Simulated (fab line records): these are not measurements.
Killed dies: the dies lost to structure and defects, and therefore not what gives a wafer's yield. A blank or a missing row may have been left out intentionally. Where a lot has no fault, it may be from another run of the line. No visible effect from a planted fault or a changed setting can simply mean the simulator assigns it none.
Struck lot and sound lot, side by side | flow sfqLine | 14 steps out of a route of 325
Sound: the wafers L592.2, L592.3, L592.5. Struck: wafer L600.4 (left out: L600.1, L600.5 of the same lot, which were not struck); the cause appears at the end.
Each step with rows lists, per side, the tool, then ch with its chambers, then its first start. Under that, the readings that differ: sound wafers | struck wafers | difference of the means | sigmas: that difference in standard deviations of wafers without a fault.
alike: a reading whose means differ by less than 2 such deviations, as well as words and numbers matching on both sides. not compared: withheld readings; readings where some wafer has no value; bounds like >300 that might hide an equal value; numbers whose values overlap and for which the record gives no deviation.
Wherever a step has rows on one side only, a row that says differs or no value, or a row with sigmas, the two part there. Non-overlapping numbers with no deviation appear without sigmas and do not part them. Lack of a reading on every wafer of one side parts them only where that side has two or more wafers.

first, 1 step without rows for these wafers: SFQ_TRILAYER_M2_STRIP_SOLV_CLEAN_062 (cleans in NMP, time 600 s).
SFQ_TRILAYER_I2_DEP_PECVD_063: deposits SiO2 from SiH4/N2O, time 111.11 s, target thk 500 nm.
  sound on pecvd-01 ch 0,2, day 31 06:28; struck on pecvd-02 ch 0, day 35 14:50
  alike: chamberPressureTorr, heaterPowerW, throttleValvePct
SFQ_TRILAYER_I2_CMP_CMP_064: polishes SiO2.
  sound on cmp-01 ch 0,1,3, day 31 07:05; struck on cmp-02 ch 2, day 35 20:56
reading             | sound       | struck | difference | sigmas
timeToEndpointS (s) | 193 202 201 | 222    | +23        | +3
  alike: motorCurrentA
SFQ_I2_BOW_MEAS_917:
  sound on filmMetro-01, day 31 09:37; struck on filmMetro-04, day 35 23:26
  alike: I2_BOW
SFQ_TRILAYER_I2_METRO_MEASURE_065:
  sound on filmMetro-01, day 31 09:55; struck on filmMetro-04, day 35 23:33
  alike: thkNm
then, 6 steps without rows for these wafers: SFQ_TRILAYER_I2_VIA_LITHO_COAT_072 (resist thk 62 nm); SFQ_TRILAYER_I2_VIA_LITHO_COAT_067 (resist thk 650 nm); SFQ_TRILAYER_I2_VIA_LITHO_SOFTBAKE_071; SFQ_TRILAYER_I2_VIA_LITHO_EXPOSE_068 (exposes mask I2, target cd 500 nm); SFQ_TRILAYER_I2_VIA_LITHO_PEB_070 (peb time 60 s); SFQ_TRILAYER_I2_VIA_LITHO_DEVELOP_069 (time 60 s).
-- the record jumps here: 5 days lie between the struck wafers' starts before and after --
SFQ_I2_OVL_MEAS_918:
  sound on overlay-02, day 31 13:10; struck on overlay-01, day 41 09:58
  alike: I2_OVL
SFQ_TRILAYER_I2_VIA_BARC_OPEN_VIA_ETCH_096: etches BARC in O2, target depth 125 nm, time 41.7 s.
  sound on rieDiel-03 ch 0,1,2, day 31 13:12; struck on rieDiel-02 ch 0, day 41 10:00
reading                      | sound             | struck | difference | sigmas
chamberPressureMTorr (mTorr) | 30.00 30.02 30.00 | 36.06  | +6.05      | +99 or more
  alike: drypumpMotorCurrentA, oesProductAu
  not compared: rfHoursCounterH
SFQ_TRILAYER_I2_VIA_ETCH_VIA_ETCH_070: etches SiO2 in CHF3, stops on Nb, target depth 260 nm.
  sound on rieDiel-03 ch 0,1,2, day 31 13:14; struck on rieDiel-02 ch 0, day 41 10:02
  alike: chamberPressureMTorr, drypumpMotorCurrentA, oesProductAu

== WHERE THEY PART ==
At SFQ_TRILAYER_I2_CMP_CMP_064 first; at SFQ_TRILAYER_I2_VIA_BARC_OPEN_VIA_ETCH_096 last (within this record only). Later steps at which nothing parts them and some readings are alike: SFQ_TRILAYER_I2_VIA_ETCH_VIA_ETCH_070.

WHY: what had been put in by the simulator
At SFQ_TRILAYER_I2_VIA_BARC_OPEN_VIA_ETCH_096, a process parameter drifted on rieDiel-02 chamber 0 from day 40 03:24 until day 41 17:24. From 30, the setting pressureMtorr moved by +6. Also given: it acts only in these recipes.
